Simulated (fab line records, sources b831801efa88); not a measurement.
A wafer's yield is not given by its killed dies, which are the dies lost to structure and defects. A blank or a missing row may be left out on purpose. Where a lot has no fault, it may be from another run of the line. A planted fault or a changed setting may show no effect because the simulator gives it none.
8D (eight disciplines) problem report, filled in by code | flow sky130 | the parts of the form that need people (team, actions taken, sign-off) are left out

## 1. WHAT WENT WRONG
At SKY_VT_ADJUST_LVTN_STRIP_09, o2FlowSccm averages 3595 sccm over 6 wafers from 2 lots, while fault-free wafers read 2999 sccm, standard deviation 10. Measured from the usual mean, that is +60 standard deviations.
The step: strips in O2/N2.
The first sign was on wafer L263.1 at day 9 13:26, on plasmaAsher-02. Wafers with a number at this step in the record: 36, from 12 lots. By rule, "out" or "out of limits" means more than 4 standard deviations away from the usual mean. All remaining wafers that have a number are taken as sound.

## 2. WHAT THIS IS AND IS NOT
question                    | is                     | is not
which readings at this step | o2FlowSccm             | drypumpMotorCurrentA, oesProductAu
which lots                  | L263, L267             | L257, L258, L259, L260, L262, L265, L274, L275, L278, L279
which wafers of those lots  | all that have a number | -
read on which tools         | plasmaAsher-02         | plasmaAsher-01, plasmaAsher-03
when                        | from day 9 13:26       | up to then (15 sound wafers); but 15 sound wafers of L265, L274, L275, L278, L279 came after

## 3. SUSPECTS, AND WHAT RULES EACH OUT
Counting: a tool at a process step up to the reading stays a suspect if it ran every lot that is out and no sound lot after the first of them.
- plasmaAsher-02 at SKY_VT_ADJUST_LVTN_STRIP_09 (strips in O2/N2): kept. It ran every lot that is out, first L263 (day 9 13:26), and no sound lot after that; its last sound lot up to then is L262 (day 9 04:08). Its own o2FlowSccm readings are out on those wafers.
The count leaves plasmaAsher-02 at SKY_VT_ADJUST_LVTN_STRIP_09.

## 4. THE CAUSE (what the simulator had put in)
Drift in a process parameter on plasmaAsher-02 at SKY_VT_ADJUST_LVTN_STRIP_09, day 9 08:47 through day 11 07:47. Setting o2FlowSccm shifted by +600 from 3000. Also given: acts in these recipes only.
Only this tool survived the counting.

## 5. THE EFFECT CHAIN, in route order
Rows list readings where the struck wafers' mean (over those with a number) sits beyond 3 standard deviations from the usual. Only readings for which the record gives a usual standard deviation are gone through. hours: the time from each lot's start at the first step in this table that gives one to its start at this step, as a median over the lots. sigmas: the change in usual standard deviations.
hours | step                        | reading    | usual     | on struck wafers | change | sigmas
0     | SKY_VT_ADJUST_LVTN_STRIP_09 | o2FlowSccm | 2999 sccm | 3595             | +596   | +60
The process steps in it:
- SKY_VT_ADJUST_LVTN_STRIP_09: strips in O2/N2.

## 6. HOW IT WOULD HAVE BEEN CAUGHT EARLIER
5 hours passed between the start of the fault at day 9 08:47 and the first reading out of limits in this record, taken at day 9 13:26.
